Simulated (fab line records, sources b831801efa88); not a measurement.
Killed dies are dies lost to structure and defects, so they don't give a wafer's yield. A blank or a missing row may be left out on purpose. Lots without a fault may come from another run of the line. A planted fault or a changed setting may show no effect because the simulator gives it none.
Tool commonality check | flow gf180mcu | 13 lots, 39 wafers sampled

WHY IT WAS OPENED
At GF_PSD_CD_MEAS_07 the reading cd_nm is flagged on 1 of 13 lots. Wafers without a fault read 400.6 nm, standard deviation 2.1.
Rule: a lot is flagged when every wafer of it that has a number lies more than 4 standard deviations from that mean, or none has a number. The other lots count as sound.

lot  | measured     | on        | cd_nm (nm), wafer by wafer | flag
L333 | day 14 03:08 | cd_sem-01 | 402.1 400.1 400.4          |
L334 | day 14 08:17 | cd_sem-01 | 402.9 402.9 404.4          |
L335 | day 14 21:48 | cd_sem-01 | 404.0 402.2 402.2          |
L340 | day 16 17:06 | cd_sem-02 | 398.4 398.9 397.3          |
L339 | day 16 18:56 | cd_sem-02 | 400.5 403.2 401.8          |
L344 | day 18 04:10 | cd_sem-01 | 398.5 400.9 399.6          |
L348 | day 19 13:30 | cd_sem-01 | 322.1 319.9 320.9          | FLAGGED
L350 | day 20 04:07 | cd_sem-01 | 401.3 403.0 401.3          |
L352 | day 20 19:40 | cd_sem-02 | 402.2 400.8 398.2          |
L353 | day 21 05:46 | cd_sem-02 | 402.2 401.8 401.1          |
L354 | day 21 17:32 | cd_sem-01 | 402.4 402.7 403.5          |
L355 | day 22 00:25 | cd_sem-01 | 400.4 399.8 402.1          |
L356 | day 22 05:35 | cd_sem-02 | 401.7 400.0 400.4          |
The numbers of the flagged lots are 321.0 nm on average: -79.6 nm against the usual, or -38 standard deviations.

WHICH TOOL RAN EACH LOT
The record holds 2 process steps before the reading, out of a route of 602 steps. In each cell: the tool, then ch and the chambers that the sampled wafers went through, then the start.
lot  | flag    | GF_HV_LDD_RTA_52                 | GF_PSD_EXPOSE_04
L333 |         | rtp_anneal-02 ch 0, day 12 09:22 | iline_stepper-01 ch 0, day 13 17:02
L334 |         | rtp_anneal-01 ch 0, day 12 13:58 | iline_stepper-02 ch 0, day 13 22:43
L335 |         | rtp_anneal-02 ch 0, day 13 01:40 | iline_stepper-01 ch 0, day 14 11:14
L340 |         | rtp_anneal-01 ch 0, day 14 18:25 | iline_stepper-02 ch 0, day 16 05:59
L339 |         | rtp_anneal-02 ch 0, day 14 18:43 | iline_stepper-02 ch 0, day 16 07:32
L344 |         | rtp_anneal-02 ch 0, day 16 02:50 | iline_stepper-02 ch 0, day 17 16:45
L348 | FLAGGED | rtp_anneal-01 ch 0, day 17 09:22 | iline_stepper-02 ch 0, day 19 01:25
L350 |         | rtp_anneal-02 ch 0, day 18 00:08 | iline_stepper-01 ch 0, day 19 16:14
L352 |         | rtp_anneal-01 ch 0, day 18 16:53 | iline_stepper-01 ch 0, day 20 07:52
L353 |         | rtp_anneal-02 ch 0, day 19 02:10 | iline_stepper-02 ch 0, day 20 17:41
L354 |         | rtp_anneal-02 ch 0, day 19 15:31 | iline_stepper-02 ch 0, day 21 06:17
L355 |         | rtp_anneal-01 ch 0, day 19 21:55 | iline_stepper-02 ch 0, day 21 12:25
L356 |         | rtp_anneal-01 ch 0, day 20 02:43 | iline_stepper-01 ch 0, day 21 17:43
What these steps do:
- GF_HV_LDD_RTA_52: time 10 s.
- GF_PSD_EXPOSE_04: exposes mask Pplus, target cd 400 nm.
- GF_PSD_CD_MEAS_07: target cd 400 nm.

FLAGGED OVER TOTAL, TOOL BY TOOL (the gauges that took the reading come last)
step              | tool             | lots run | flagged | share of the flagged lots | sound lots run after its first flagged lot
GF_HV_LDD_RTA_52  | rtp_anneal-01    | 6        | 1       | all                       | 3 (L352,L355,L356)
GF_HV_LDD_RTA_52  | rtp_anneal-02    | 7        | 0       | none                      | -
GF_PSD_EXPOSE_04  | iline_stepper-01 | 5        | 0       | none                      | -
GF_PSD_EXPOSE_04  | iline_stepper-02 | 8        | 1       | all                       | 3 (L353,L354,L355)
GF_PSD_CD_MEAS_07 | cd_sem-01        | 8        | 1       | all                       | 3 (L350,L354,L355)
GF_PSD_CD_MEAS_07 | cd_sem-02        | 5        | 0       | none                      | -

WHAT THE TABLE ALLOWS
3 rows of the table ran every flagged lot: rtp_anneal-01 at GF_HV_LDD_RTA_52, iline_stepper-02 at GF_PSD_EXPOSE_04, cd_sem-01 at GF_PSD_CD_MEAS_07.
- rtp_anneal-01 at GF_HV_LDD_RTA_52: 1 of its 6 lots flagged. Sound lots ran on it after the first flagged one (L352, L355, L356), which a lasting fault on the whole tool wouldn't allow.
- iline_stepper-02 at GF_PSD_EXPOSE_04: 1 of its 8 lots flagged. Sound lots ran on it after the first flagged one (L353, L354, L355), which a lasting fault on the whole tool wouldn't allow.
- cd_sem-01 at GF_PSD_CD_MEAS_07: 1 of its 8 lots flagged. Sound lots ran on it after the first flagged one (L350, L354, L355), which a lasting fault on the whole tool wouldn't allow.
No row of the table ran every flagged lot and no sound lot after the first.

WHAT THE SIMULATOR HAD PUT IN
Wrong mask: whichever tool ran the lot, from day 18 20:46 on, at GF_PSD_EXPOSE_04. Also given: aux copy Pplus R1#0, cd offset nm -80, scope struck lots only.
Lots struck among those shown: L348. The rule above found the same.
